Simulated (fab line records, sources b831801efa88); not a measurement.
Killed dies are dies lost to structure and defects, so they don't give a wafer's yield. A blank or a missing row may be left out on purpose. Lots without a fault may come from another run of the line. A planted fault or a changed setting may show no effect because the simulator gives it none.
fab line records | flow sky130
record lots=13 wafers=39 last_day=50
route steps=708 shown GATE_OXIDE@200 LDD_N@246 LDD_HVN@277 PAD_OPEN@708
lots that met no fault: from a run of the same line without faults
start_h: hours from the record's first day to the start of the lot's first wafer shown | wait_h: hours since the lot's step before | " the same as in the row above | L1.1+2: a row that stands for several wafers | - no value, or no start given | * or withheld: withheld | < > ~ a bound
route shown NAME@n: a module of which the file shows steps, and the number in the route of the first | usual: mean/standard deviation of fault-free wafers | same: alike in all rows | chamber/n: place in a boat | sites: the reading at each site | _std_site: their standard deviation | _edge_site: outer sites' mean less inner sites' | radius_mm: how far each site lies from the wafer's centre | mask NAME#n: copy n | behind: the tool/chamber that last shaped the wafer | hold: why the lot was held/for how many hours/how that ended | device: the transistor (n, p or np) that didn't switch | end of line: the same wafers' tests at the end of the route | a step without rows: its recipe alone | killed: dies lost to structure and defects at the first sort, not the wafer's yield | map: a wafer's dies, x killed, . not, _ none there
set.NAME: the setting as run; set.NAME@STEP: as run at that earlier step | model.NAME: the simulator's own value behind a step, which no gauge read
steps of the route over a sample of lots; a table a step, a row a wafer
services: from which hour (start_h, from the record's first day; less than 0 if before it) a tool's chamber was out of use, for how many hours, and why
## steps
# step SKY_GATE_OXIDE_STRIP_13
# recipe chemistry=O2/N2 power_w=1400 pressure_mtorr=1500 platen_temp_c=withheld o2_flow_sccm=3000 n2_flow_sccm=300 overash_fraction=0.5
# usual drypump_motor_current_A=5.67/0.23 oes_product_au=0.716/0.0045 strip_time_to_endpoint_s=14.21/0.045
# columns lot.wafer tool chamber start_h wait_h drypump_motor_current_A oes_product_au rf_hours_counter_h strip_time_to_endpoint_s
L464.3 plasma_asher-01 0 330.11 0.0 5.55 0.705 - 14.28
L464.5 " 1 " " 5.66 0.724 - 14.30
L464.6 " 0 " " 5.58 0.718 - 14.30
L467.1 plasma_asher-02 1 361.62 0.0 6.04 0.718 62 14.22
L467.4 " 1 " " 6.04 0.711 - 14.24
L467.6 " 0 " " 5.43 0.717 - 14.22
L466.1 plasma_asher-04 0 361.97 0.0 5.43 0.716 68 14.24
L466.4 " 0 " " 5.44 0.714 - 14.24
L466.6 " 1 " " 5.92 0.718 - 14.25
L469.2 plasma_asher-01 0 372.52 0.0 5.57 0.714 23 14.19
L469.3 " 1 " " 5.72 0.710 - 14.14
L469.5 " 1 " " 5.73 0.717 - 14.19
L470.2 plasma_asher-01 0 377.68 0.0 5.56 0.712 24 14.21
L470.5 " 1 " " 5.73 0.723 - 14.18
L470.6 " 0 " " 5.57 0.711 - 14.18
L472.4 plasma_asher-01 0 397.00 0.0 5.53 0.712 - 14.24
L472.5 " 1 " " 5.68 0.712 - 14.23
L472.6 " 0 " " 5.55 0.715 - 14.24
L473.1 plasma_asher-01 1 405.12 0.0 5.75 0.711 26 14.25
L473.5 " 0 " " 5.55 0.719 - 14.27
L473.6 " 1 " " 5.76 0.717 - 14.24
L475.2 plasma_asher-02 1 414.13 0.0 6.02 0.705 67 14.23
L475.3 " 0 " " 5.40 0.715 - 14.28
L475.4 " 1 " " 6.03 0.720 - 14.28
L477.3 plasma_asher-01 1 429.99 0.0 5.70 0.713 - 14.22
L477.4 " 0 " " 5.55 0.724 - 14.25
L477.5 " 0 " " 5.56 0.717 - 14.21
L482.2 plasma_asher-04 1 470.26 0.0 5.91 0.711 79 14.17
L482.3 " 0 " " 5.43 0.712 - 14.18
L482.5 " 1 " " 5.92 0.712 - 14.16
L483.1 plasma_asher-04 1 483.02 0.0 5.93 0.721 81 14.23
L483.3 " 1 " " 5.91 0.724 - 14.20
L483.6 " 0 " " 5.39 0.710 - 14.20
L484.1 plasma_asher-04 1 485.62 0.0 5.92 0.718 81 14.23
L484.3 " 0 " " 5.42 0.714 - 14.26
L484.4 " 1 " " 5.92 0.715 - 14.25
L485.1 plasma_asher-04 0 490.57 0.0 5.42 0.715 81 14.15
L485.3 " 1 " " 5.90 0.713 - 14.23
L485.4 " 0 " " 5.39 0.713 - 14.20
# step SKY_GATE_OXIDE_TW_MEAS_14
# usual GATE_OXIDE_TW=222.7/2
# columns lot.wafer tool chamber start_h wait_h GATE_OXIDE_TW
L464.3 film_metro-04 - 330.19 0.1 225.6
L464.5 " - " " 225.6
L464.6 " - " " 224.4
L467.1 film_metro-01 - 361.72 0.1 226.4
L467.4 " - " " 224.8
L467.6 " - " " 224.9
L466.1 film_metro-04 - 362.07 0.1 223.1
L466.4 " - " " 223.4
L466.6 " - " " 224.2
L469.2 film_metro-03 - 372.63 0.1 220.7
L469.3 " - " " 220.5
L469.5 " - " " 221.4
L470.2 film_metro-03 - 377.79 0.1 221.6
L470.5 " - " " 221.1
L470.6 " - " " 221.8
L472.4 film_metro-04 - 397.10 0.1 224.2
L472.5 " - " " 224.4
L472.6 " - " " 224.5
L473.1 film_metro-04 - 405.22 0.1 224.2
L473.5 " - " " 223.7
L473.6 " - " " 225.7
L475.2 film_metro-03 - 414.24 0.1 221.7
L475.3 " - " " 220.8
L475.4 " - " " 222.1
L477.3 film_metro-04 - 430.08 0.1 222.4
L477.4 " - " " 223.8
L477.5 " - " " 223.1
L482.2 film_metro-01 - 470.37 0.1 225.8
L482.3 " - " " 224.9
L482.5 " - " " 225.5
L483.1 film_metro-03 - 483.12 0.1 220.4
L483.3 " - " " 218.7
L483.6 " - " " 219.5
L484.1 film_metro-01 - 485.72 0.1 224.6
L484.3 " - " " 224.1
L484.4 " - " " 224.9
L485.1 film_metro-03 - 490.67 0.1 219.9
L485.3 " - " " 219.2
L485.4 " - " " 219.1
# step SKY_LDD_N_IMPLANT_09
# recipe species=As energy_kev=20 dose_cm2=7.5e+13 tilt_deg=withheld rotation_deg=113
# usual beam_energy_keV=20.000/0.0056 beam_on_s=9.98/0.22 faraday_current_uA=424/9.1 rotation_deg=113.00/0.027
# columns lot.wafer tool chamber start_h wait_h beam_energy_keV beam_on_s faraday_current_uA rotation_deg
L464.3 implanter-03 0 432.01 0.1 20.001 9.89 428 113.06
L464.5 " 0 " " 20.001 10.09 420 112.99
L464.6 " 0 " " 20.000 10.20 415 113.00
L467.1 implanter-03 0 462.47 0.1 19.997 9.80 430 112.93
L467.4 " 0 " " 19.998 10.68 393 112.98
L467.6 " 0 " " 19.996 9.82 429 112.98
L466.1 implanter-04 0 462.51 0.1 20.004 9.84 431 113.03
L466.4 " 0 " " 19.994 9.90 428 113.03
L466.6 " 0 " " 20.002 10.09 418 113.03
L469.2 implanter-03 0 473.09 0.1 19.998 10.04 422 113.03
L469.3 " 0 " " 20.000 9.96 425 112.97
L469.5 " 0 " " 19.999 10.18 416 112.97
L470.2 implanter-03 0 477.58 0.1 19.997 10.04 422 113.06
L470.5 " 0 " " 19.991 9.77 430 113.03
L470.6 " 0 " " 19.992 9.56 440 113.05
L472.4 implanter-03 0 496.07 0.1 20.006 9.83 429 112.97
L472.5 " 0 " " 20.012 9.94 425 112.99
L472.6 " 0 " " 20.006 9.97 423 112.97
L473.1 implanter-03 0 507.95 0.1 17.891 11.12 380 113.02
L473.5 " 0 " " 17.889 11.50 366 113.01
L473.6 " 0 " " 17.880 11.51 369 113.01
L475.2 implanter-03 0 513.24 0.1 17.897 11.57 364 112.99
L475.3 " 0 " " 17.895 10.85 387 113.01
L475.4 " 0 " " 17.894 11.20 378 113.03
L477.3 implanter-03 0 528.90 0.1 17.899 11.16 378 113.00
L477.4 " 0 " " 17.905 11.12 380 112.96
L477.5 " 0 " " 17.890 11.33 373 113.01
L482.2 implanter-04 0 568.62 0.1 20.006 9.85 428 112.96
L482.3 " 0 " " 20.001 10.09 419 112.97
L482.5 " 0 " " 20.000 9.98 424 112.97
L483.1 implanter-01 0 583.00 0.1 20.002 9.93 427 113.01
L483.3 " 0 " " 20.005 9.87 428 112.97
L483.6 " 0 " " 19.998 10.17 415 113.01
L484.1 implanter-03 0 584.80 0.1 19.995 10.36 407 112.95
L484.3 " 0 " " 20.006 10.16 416 113.01
L484.4 " 0 " " 20.000 9.85 429 112.96
L485.1 implanter-03 0 591.95 0.1 19.986 9.99 423 113.00
L485.3 " 0 " " 20.005 10.12 417 113.04
L485.4 " 0 " " 19.998 9.86 429 113.05
# step SKY_LDD_HVN_TW_MEAS_10
# usual LDD_HVN_TW=1428/13
# columns lot.wafer tool chamber start_h wait_h LDD_HVN_TW
L464.3 film_metro-02 - 494.57 0.1 1423
L464.5 " - " " 1421
L464.6 " - " " 1413
L467.1 film_metro-04 - 524.75 0.1 1444
L467.4 " - " " 1439
L467.6 " - " " 1430
L466.1 film_metro-04 - 525.57 0.1 1439
L466.4 " - " " 1442
L466.6 " - " " 1441
L469.2 film_metro-04 - 535.76 0.1 1448
L469.3 " - " " 1439
L469.5 " - " " 1434
L470.2 film_metro-04 - 539.88 0.1 1434
L470.5 " - " " 1431
L470.6 " - " " 1431
L472.4 film_metro-02 - 557.15 0.1 1427
L472.5 " - " " 1425
L472.6 " - " " 1418
L473.1 film_metro-04 - 569.82 0.1 1444
L473.5 " - " " 1437
L473.6 " - " " 1445
L475.2 film_metro-02 - 574.18 0.1 1428
L475.3 " - " " 1423
L475.4 " - " " 1418
L477.3 film_metro-02 - 590.59 0.1 1421
L477.4 " - " " 1424
L477.5 " - " " 1429
L482.2 film_metro-02 - 628.76 0.1 1432
L482.3 " - " " 1449
L482.5 " - " " 1433
L483.1 film_metro-02 - 643.77 0.1 1438
L483.3 " - " " 1430
L483.6 " - " " 1430
L484.1 film_metro-04 - 645.62 0.1 1443
L484.3 " - " " 1438
L484.4 " - " " 1447
L485.1 film_metro-02 - 653.52 0.1 1448
L485.3 " - " " 1430
L485.4 " - " " 1437
# step SKY_PAD_OPEN_PROBE_99
# usual killed_at_M0_to_M3=43/6.1 killed_at_M4_up=3.5/2 killed_at_contacts=25/5.1 killed_at_front_end=14/4.2 killed_at_other=0.3/0.55 killed_dies=86/8.3 killed_on_rim=17/3.7 killed_open=46/7.2 killed_short=39/6
# same gross_dies=492 killed_at_back_side=0
# columns lot.wafer tool chamber start_h wait_h killed_at_M0_to_M3 killed_at_M4_up killed_at_contacts killed_at_front_end killed_at_other killed_dies killed_on_rim killed_open killed_short
L464.3 prober-02 - 1099.02 0.2 50 2 28 7 0 87 19 34 53
L464.5 prober-02 - 1099.12 0.2 52 2 21 13 0 88 20 53 35
L464.6 prober-02 - 1099.17 0.2 44 4 26 20 2 96 18 59 37
L470.2 prober-02 - 1126.81 0.1 50 5 17 19 0 91 14 57 34
L470.5 prober-02 - 1126.96 0.2 43 3 29 13 0 88 17 47 39
L470.6 prober-02 - 1127.01 0.2 46 2 27 18 0 93 20 51 42
L472.4 prober-01 - 1136.03 0.2 54 2 20 6 0 82 16 39 42
L472.5 prober-01 - 1136.08 0.2 45 6 28 13 0 92 21 53 39
L472.6 prober-01 - 1136.13 0.2 34 1 24 12 0 71 18 45 25
L475.2 prober-01 - 1147.40 0.1 39 2 32 12 1 86 22 48 38
L475.3 prober-01 - 1147.45 0.2 45 3 25 17 0 90 16 43 47
L475.4 prober-01 - 1147.50 0.2 35 5 29 19 0 88 15 50 38
L477.3 prober-01 - 1157.08 0.2 44 6 33 13 0 96 18 52 44
L477.4 prober-01 - 1157.13 0.2 49 4 26 12 0 91 20 49 42
L477.5 prober-01 - 1157.18 0.2 51 6 25 12 0 94 15 53 41
L484.1 prober-01 - 1191.49 0.1 37 2 21 10 0 70 14 33 37
L484.3 prober-01 - 1191.59 0.2 45 3 21 19 0 88 20 46 42
L484.4 prober-01 - 1191.64 0.2 50 4 22 11 0 87 23 39 48
# killed by level:class
L464.3 METAL2:geometric_particle:short=9 CONTACT:geometric_particle:open=8 METAL1:geometric_particle:short=7 VIA3:geometric_particle:short=7 VIA1:geometric_particle:open=6 CONTACT:geometric_particle:short=6 LI_CONTACT:geometric_particle:short=5 LI_CONTACT:geometric_particle:open=5
L464.5 VIA1:geometric_particle:open=16 VIA3:geometric_particle:open=8 CONTACT:geometric_particle:open=7 LI_CONTACT:geometric_particle:open=6 METAL1:geometric_particle:short=6 VIA2:geometric_particle:open=6 VIA1:geometric_particle:short=5 POLY_GATE:geometric_particle:short=4
L464.6 VIA1:geometric_particle:open=10 VIA3:geometric_particle:open=9 LI_CONTACT:geometric_particle:open=8 CONTACT:geometric_particle:open=7 POLY_GATE:geometric_particle:open=6 VIA3:geometric_particle:short=6 FIELD_ISO:geometric_particle:open=5 VIA2:geometric_particle:open=5
L470.2 VIA1:geometric_particle:open=17 CONTACT:geometric_particle:open=9 VIA3:geometric_particle:open=8 FIELD_ISO:geometric_particle:short=5 POLY_GATE:geometric_particle:open=4 LOCAL_INTERCONNECT:geometric_particle:short=4 VIA3:geometric_particle:short=4 POLY_GATE:geometric_particle:short=3
L470.5 CONTACT:geometric_particle:open=11 VIA1:geometric_particle:open=9 METAL1:geometric_particle:short=8 CONTACT:geometric_particle:short=6 FIELD_ISO:geometric_particle:open=5 LI_CONTACT:geometric_particle:open=5 VIA3:geometric_particle:open=5 FIELD_ISO:geometric_particle:short=4
L470.6 VIA1:geometric_particle:open=11 CONTACT:geometric_particle:open=10 VIA3:geometric_particle:open=8 CONTACT:geometric_particle:short=7 METAL2:geometric_particle:short=7 VIA3:geometric_particle:short=6 FIELD_ISO:geometric_particle:short=5 LI_CONTACT:geometric_particle:open=5
L472.4 VIA1:geometric_particle:open=13 VIA1:geometric_particle:short=8 VIA3:geometric_particle:open=6 CONTACT:geometric_particle:open=6 VIA3:geometric_particle:short=6 LI_CONTACT:geometric_particle:open=5 METAL2:geometric_particle:short=5 CONTACT:geometric_particle:short=5
L472.5 LI_CONTACT:geometric_particle:open=11 VIA2:geometric_particle:open=10 CONTACT:geometric_particle:open=9 VIA3:geometric_particle:open=7 VIA1:geometric_particle:open=7 METAL2:geometric_particle:short=7 METAL1:geometric_particle:short=5 METAL4:geometric_particle:short=5
L472.6 LI_CONTACT:geometric_particle:open=15 VIA2:geometric_particle:open=7 VIA3:geometric_particle:open=7 METAL1:geometric_particle:short=6 VIA1:geometric_particle:open=6 FIELD_ISO:geometric_particle:short=5 FIELD_ISO:geometric_particle:open=4 CONTACT:geometric_particle:open=4
L475.2 VIA1:geometric_particle:open=13 VIA1:geometric_particle:short=9 LI_CONTACT:geometric_particle:open=9 CONTACT:geometric_particle:open=9 CONTACT:geometric_particle:short=6 LOCAL_INTERCONNECT:geometric_particle:short=5 VIA3:geometric_particle:open=4 POLY_GATE:geometric_particle:open=4
L475.3 CONTACT:geometric_particle:open=11 METAL1:geometric_particle:short=9 VIA3:geometric_particle:open=8 CONTACT:geometric_particle:short=6 VIA1:geometric_particle:open=6 METAL2:geometric_particle:short=5 FIELD_ISO:geometric_particle:open=4 FIELD_ISO:geometric_particle:short=4
L475.4 VIA1:geometric_particle:open=12 CONTACT:geometric_particle:open=11 FIELD_ISO:geometric_particle:short=8 LI_CONTACT:geometric_particle:open=8 VIA3:geometric_particle:open=6 POLY_GATE:geometric_particle:short=5 LOCAL_INTERCONNECT:geometric_particle:short=5 VIA2:geometric_particle:short=4
L477.3 CONTACT:geometric_particle:open=13 VIA1:geometric_particle:open=12 LI_CONTACT:geometric_particle:open=8 CONTACT:geometric_particle:short=6 METAL2:geometric_particle:short=6 VIA1:geometric_particle:short=5 METAL4:geometric_particle:short=5 VIA2:geometric_particle:open=5
L477.4 VIA1:geometric_particle:open=13 CONTACT:geometric_particle:open=10 VIA3:geometric_particle:open=8 CONTACT:geometric_particle:short=7 VIA2:geometric_particle:short=5 VIA1:geometric_particle:short=5 METAL3:geometric_particle:short=5 METAL1:geometric_particle:short=4
L477.5 VIA1:geometric_particle:open=16 LI_CONTACT:geometric_particle:open=8 VIA3:geometric_particle:open=8 CONTACT:geometric_particle:open=7 METAL1:geometric_particle:short=6 LI_CONTACT:geometric_particle:short=4 LOCAL_INTERCONNECT:geometric_particle:short=4 VIA1:geometric_particle:short=4
L484.1 CONTACT:geometric_particle:open=10 METAL1:geometric_particle:short=9 VIA1:geometric_particle:short=7 VIA1:geometric_particle:open=6 LI_CONTACT:geometric_particle:open=4 CONTACT:geometric_particle:short=4 SPACER:geometric_particle:open=3 VIA2:geometric_particle:open=3
L484.3 VIA1:geometric_particle:open=8 LOCAL_INTERCONNECT:geometric_particle:short=7 FIELD_ISO:geometric_particle:open=6 CONTACT:geometric_particle:open=6 METAL1:geometric_particle:short=6 VIA2:geometric_particle:open=6 VIA3:geometric_particle:open=6 CONTACT:geometric_particle:short=5
L484.4 METAL1:geometric_particle:short=11 VIA1:geometric_particle:open=11 VIA2:geometric_particle:open=9 CONTACT:geometric_particle:open=8 CONTACT:geometric_particle:short=6 VIA3:geometric_particle:open=5 POLY_GATE:geometric_particle:short=5 LI_CONTACT:geometric_particle:short=4
## services
# columns tool chamber start_h hours kind
implanter-01 - 332.22 1.5 repair
implanter-01 - 347.82 20.6 repair
implanter-03 - 349.60 5.8 pm
implanter-01 - 368.38 3.9 pm
implanter-01 - 375.21 0.8 repair
plasma_asher-02 - 377.59 6.4 repair
plasma_asher-01 - 410.74 6.2 repair
plasma_asher-02 - 421.25 9.0 pm
plasma_asher-02 0 421.25 9.0 vent_cycle
plasma_asher-02 1 421.25 9.0 vent_cycle
plasma_asher-02 0 430.25 - clean
plasma_asher-02 1 430.25 - clean
plasma_asher-01 - 443.77 0.7 repair
plasma_asher-01 - 451.79 28.1 pm
implanter-01 - 490.63 4.2 repair
plasma_asher-01 - 500.99 8.5 repair
implanter-03 - 502.11 3.4 repair
implanter-03 - 535.33 1.1 repair
plasma_asher-02 - 541.07 0.7 repair
implanter-03 - 553.65 0.6 repair
plasma_asher-02 - 559.16 28.1 pm
implanter-04 - 583.46 4.0 pm
## key
first_sign step=SKY_LDD_N_IMPLANT_09 reading=beam_energy_keV direction=down sigmas=99+ usual=* struck=*
effect step=SKY_LDD_N_IMPLANT_09 reading=beam_on_s direction=up sigmas=5.8 usual=9.98 struck=11.26
met_at SKY_LDD_N_IMPLANT_09
struck_lots L473,L475,L477
tester_left_out L473,L475,L477
not_acting_at SKY_GATE_OXIDE_STRIP_13,SKY_GATE_OXIDE_TW_MEAS_14,SKY_LDD_HVN_TW_MEAS_10
onset_between 496.07 507.95
fault kind=process_parameter_drift tool=implanter-03 chamber=- onset_h=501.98 steps=SKY_LDD_N_IMPLANT_09 channel=energy_kev offset=* shape=step end_h=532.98 acts_in=* stated=*
# tester_left_out: of these lots the tester's yield and bins aren't shown, on N5 and GAA mostly nor the transistor test; their killed dies are dies lost to structure and defects alone, not to doping, threshold or leakage, so they don't give the yield
